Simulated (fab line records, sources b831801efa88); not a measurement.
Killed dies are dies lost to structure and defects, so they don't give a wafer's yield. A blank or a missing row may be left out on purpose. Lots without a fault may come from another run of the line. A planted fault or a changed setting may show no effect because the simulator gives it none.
Problem report in the 8D (eight disciplines) form, filled by code | flow sky130 | the parts of the form that need people (team, actions taken, sign-off) are left out

1. THE PROBLEM
VT_ADJUST_NCORE_TW at SKY_VT_ADJUST_NCORE_TW_MEAS_11 reads a mean of 30.3 on 3 wafers of 1 lot; wafers without a fault read 219.1 with a standard deviation of 2.7. That is -70 standard deviations from the usual mean.
First seen on wafer L945.1, day 11 06:48, on film_metro-04. The record holds 39 wafers of 13 lots with a number at this step. Rule for "out", or "out of limits": more than 4 standard deviations from the usual mean. The other wafers with a number count as sound.

2. WHAT IT IS AND WHAT IT IS NOT
question                    | is                     | is not
which readings at this step | VT_ADJUST_NCORE_TW     | -
which lots                  | L945                   | L936, L937, L938, L939, L940, L944, L951, L952, L953, L954, L957, L958
which wafers of those lots  | all that have a number | -
read on which gauges        | film_metro-04          | film_metro-02, film_metro-03
when                        | from day 11 06:48      | up to then (18 sound wafers); but 18 sound wafers of L951, L952, L953, L954, L957, L958 came after

3. SUSPECTS, AND WHAT RULES EACH OUT
Counting: a tool at a process step up to the reading stays a suspect if it ran every lot that is out and no sound lot after the first of them.
- the gauge at SKY_VT_ADJUST_NCORE_TW_MEAS_11: ruled out. All the wafers that are out were read on film_metro-04, but those of them that SKY_VT_ADJUST_LVTN_STRIP_20 has rows for are out there too, on other tools.
- plasma_asher-01 at SKY_VT_ADJUST_LVTN_STRIP_20 (strips in O2/N2): ruled out as a lasting fault. Sound lots L953, L957 ran on it after its first lot that is out, L945 (day 10 07:22).
- plasma_asher-02 at SKY_VT_ADJUST_NCORE_STRIP_10 (strips in O2/N2): ruled out as a lasting fault. Sound lots L954, L958 ran on it after its first lot that is out, L945 (day 11 06:42).
Left after counting: nothing in the record.

4. THE CAUSE (what the simulator had put in)
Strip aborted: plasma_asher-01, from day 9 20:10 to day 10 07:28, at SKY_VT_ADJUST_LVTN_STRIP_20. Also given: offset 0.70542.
Counting ruled it out, wrongly: the rule takes a fault to strike every lot that its tool runs from its start on, and this one did not.

5. THE CHAIN OF EFFECTS, in route order
Each row: a reading whose mean over the struck wafers that have a number lies more than 3 standard deviations from the usual. Only readings for which the record gives a usual standard deviation are gone through. hours: the time from each lot's start at the first step in this table that gives one to its start at this step, as a median over the lots. sigmas: the change in usual standard deviations.
hours | step                           | reading                  | usual      | on struck wafers | change | sigmas
0     | SKY_VT_ADJUST_LVTN_STRIP_20    | oes_product_au           | 0.716 a.u. | 0.932            | +0.216 | +49
23    | SKY_VT_ADJUST_NCORE_STRIP_10   | strip_time_to_endpoint_s | 13.94 s    | 21.73            | +7.79  | +99 or more
23    | SKY_VT_ADJUST_NCORE_TW_MEAS_11 | VT_ADJUST_NCORE_TW       | 219.1      | 30.3             | -188.8 | -70
The process steps in it:
- SKY_VT_ADJUST_LVTN_STRIP_20: strips in O2/N2.
- SKY_VT_ADJUST_NCORE_STRIP_10: strips in O2/N2.
Readings that are blank on the struck wafers while sound wafers have them: strip_time_to_endpoint_s at SKY_VT_ADJUST_LVTN_STRIP_20.

6. WHAT WOULD HAVE CAUGHT IT SOONER
In this record the first reading out of limits at a measuring or inspecting step was taken at day 11 06:48, 35 hours after the fault began at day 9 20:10.
The tool's own readings at SKY_VT_ADJUST_LVTN_STRIP_20 were out on every struck wafer that the step has a row for (oes_product_au): an alarm limit on them would have fired on the first of those.
